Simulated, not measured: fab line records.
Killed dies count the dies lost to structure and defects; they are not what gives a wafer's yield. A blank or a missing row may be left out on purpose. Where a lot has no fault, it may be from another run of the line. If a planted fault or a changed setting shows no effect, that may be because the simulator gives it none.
Which of the tools did it? :: flow gf180mcu :: 33 wafers from 11 lots sampled at 3 of the route's 602 steps

## WHAT EACH GAUGE READ, for each wafer
GF_V2_RS_MEAS_24: uses a four-point probe to measure.
lot: L119
measured: day 20 23:34
on: film metro-01
V2_W_RS (ohm/sq): 0.318 0.317 0.322

lot: L120
measured: day 21 04:40
on: film metro-01
V2_W_RS (ohm/sq): 0.324 0.329 0.319

lot: L121
measured: day 21 23:07
on: film metro-03
V2_W_RS (ohm/sq): 0.326 0.332 0.325

lot: L123
measured: day 23 02:50
on: film metro-04
V2_W_RS (ohm/sq): 0.342 0.343 0.340

lot: L124
measured: day 23 07:05
on: film metro-04
V2_W_RS (ohm/sq): 0.343 0.345 0.344

lot: L134
measured: day 26 05:55
on: film metro-01
V2_W_RS (ohm/sq): 0.323 0.327 0.327

lot: L135
measured: day 26 11:52
on: film metro-03
V2_W_RS (ohm/sq): 0.322 0.329 0.324

lot: L137
measured: day 27 06:25
on: film metro-04
V2_W_RS (ohm/sq): 0.326 0.323 0.325

lot: L138
measured: day 27 08:08
on: film metro-03
V2_W_RS (ohm/sq): 0.328 0.326 0.325

lot: L140
measured: day 27 21:50
on: film metro-01
V2_W_RS (ohm/sq): 0.326 0.324 0.325

lot: L141
measured: day 28 04:30
on: film metro-04
V2_W_RS (ohm/sq): 0.325 0.323 0.328

## WHAT TOOL EACH LOT RAN ON (gives the tool, then ch and the chambers of the sampled wafers, and finally the start)
lot: L119
GF_V2_STRIP_18: plasma asher-01 ch 0,1, day 20 22:48
GF_V2_CVD_23: cvd w-02 ch 0,1, day 20 23:26

lot: L120
GF_V2_STRIP_18: plasma asher-04 ch 0,1, day 21 03:54
GF_V2_CVD_23: cvd w-02 ch 0,1, day 21 04:32

lot: L121
GF_V2_STRIP_18: plasma asher-04 ch 0, day 21 22:21
GF_V2_CVD_23: cvd w-01 ch 0,1, day 21 22:59

lot: L123
GF_V2_STRIP_18: plasma asher-04 ch 0,1, day 23 02:04
GF_V2_CVD_23: cvd w-02 ch 0,1, day 23 02:42

lot: L124
GF_V2_STRIP_18: plasma asher-01 ch 0,1, day 23 06:20
GF_V2_CVD_23: cvd w-02 ch 0,1, day 23 06:59

lot: L134
GF_V2_STRIP_18: plasma asher-04 ch 0,1, day 26 05:10
GF_V2_CVD_23: cvd w-02 ch 0,1, day 26 05:48

lot: L135
GF_V2_STRIP_18: plasma asher-01 ch 0,1, day 26 11:05
GF_V2_CVD_23: cvd w-02 ch 0,1, day 26 11:44

lot: L137
GF_V2_STRIP_18: plasma asher-02 ch 0,1, day 27 05:30
GF_V2_CVD_23: cvd w-02 ch 0, day 27 06:13

lot: L138
GF_V2_STRIP_18: plasma asher-01 ch 0, day 27 07:23
GF_V2_CVD_23: cvd w-01 ch 1, day 27 08:02

lot: L140
GF_V2_STRIP_18: plasma asher-01 ch 0,1, day 27 21:02
GF_V2_CVD_23: cvd w-02 ch 0,1, day 27 21:42

lot: L141
GF_V2_STRIP_18: plasma asher-02 ch 0,1, day 28 03:41
GF_V2_CVD_23: cvd w-01 ch 0,1, day 28 04:22
- GF_V2_STRIP_18: strips in O2/N2.
- GF_V2_CVD_23: deposits W, target thk 350 nm, time 104.94 s.

## THE ANSWER, worked out from the rows above alone
Rule: the usual values come from the lots themselves. The widest of any qualifying gaps counts: lots, ordered by their means at a reading, are off when they make up no more than a third of the lots, leave a main group of 4 or more, and stand apart from it by 3 or more times the standard deviation of that group's means. A main group is skipped when, at the precision printed for the reading in the tables above, its means are all equal. A lot without any number at a reading at which 4 lots or more have one is off too. The other lots that the step has rows for count as sound.
Off: L123, L124, at GF_V2_RS_MEAS_24 (V2_W_RS). For the main group the mean is 0.325 ohm/sq and the standard deviation 0.0023.
If a tool, at a process step before that reading, ran all the lots that are off and no sound lot after the first of them, it fits. The gauges at GF_V2_RS_MEAS_24 are tried like those tools. Of those tried, none fits.

## WHAT HAD BEEN PUT IN BY THE SIMULATOR
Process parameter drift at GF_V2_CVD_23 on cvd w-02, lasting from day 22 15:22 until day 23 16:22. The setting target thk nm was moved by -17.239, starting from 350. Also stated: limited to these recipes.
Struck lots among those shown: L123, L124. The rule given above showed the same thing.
